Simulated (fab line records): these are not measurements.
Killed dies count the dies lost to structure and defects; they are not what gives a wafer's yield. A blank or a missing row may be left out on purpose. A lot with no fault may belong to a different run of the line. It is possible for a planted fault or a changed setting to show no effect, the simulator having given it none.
Chamber matching + flow sky130 + cmp-01 running SKY_VIA1_CMP_02: 4 sister chambers
The step polishes SiO2. 8 wafers are shown with their chamber, then 12 later ones without.

== WAFERS, EACH WITH ITS CHAMBER ==
| wafer  | chamber | motor current A (A) |
|--------|---------|---------------------|
| L081.2 | 0       | 13.0                |
| L082.6 | 2       | 12.7                |
| L084.1 | 0       | 13.2                |
| L084.4 | 3       | 12.9                |
| L084.6 | 1       | 12.6                |
| L085.1 | 1       | 12.4                |
| L085.3 | 2       | 13.0                |
| L085.6 | 3       | 12.6                |

== WAFERS WITHOUT THEIR CHAMBER ==
| wafer  | motor current A (A) |
|--------|---------------------|
| L087.2 | 12.0                |
| L087.4 | 12.6                |
| L087.5 | 12.1                |
| L091.2 | 12.2                |
| L091.4 | 12.6                |
| L091.5 | 12.7                |
| L093.2 | 13.2                |
| L093.3 | 12.9                |
| L093.5 | 13.6                |
| L095.1 | 13.2                |
| L095.2 | 13.2                |
| L095.3 | 12.5                |

== CHAMBER TAKEN BY EACH ==
| wafer  | from the rows above               | in truth |
|--------|-----------------------------------|----------|
| L087.2 | can't be placed: 1 or 3 or 2      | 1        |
| L087.4 | can't be placed: 1 or 3 or 2      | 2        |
| L087.5 | can't be placed: 1 or 3 or 2      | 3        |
| L091.2 | can't be placed: 1 or 3 or 2      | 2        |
| L091.4 | can't be placed: 1 or 3 or 2      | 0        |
| L091.5 | can't be placed: 3 or 2 or 1 or 0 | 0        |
| L093.2 | can't be placed: 0 or 2 or 3      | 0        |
| L093.3 | can't be placed: 2 or 3 or 0 or 1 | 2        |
| L093.5 | can't be placed: 0 or 2 or 3      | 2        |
| L095.1 | can't be placed: 0 or 2 or 3      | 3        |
| L095.2 | can't be placed: 0 or 2 or 3      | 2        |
| L095.3 | can't be placed: 1 or 3 or 2      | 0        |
0 of 12 placed correctly. These rows do not allow placing 12 (true chamber among the candidates in 10). Wrongly placed: 0.
How it was worked out, from the rows above alone: a wafer's distance from a chamber is the root of the sum, over the readings, of the square of ((its reading less the chamber's mean) divided by the reading's scatter). If the next closest chamber is less than 2 further off than the closest, the wafer can't be placed; otherwise it belongs to the closest. The mean given for a chamber averages the wafers shown for that chamber. How the scatter is found: for the shown wafers, subtract from each reading the mean of its chamber, square and add these, divide the total by (wafers less chambers), then take the root.
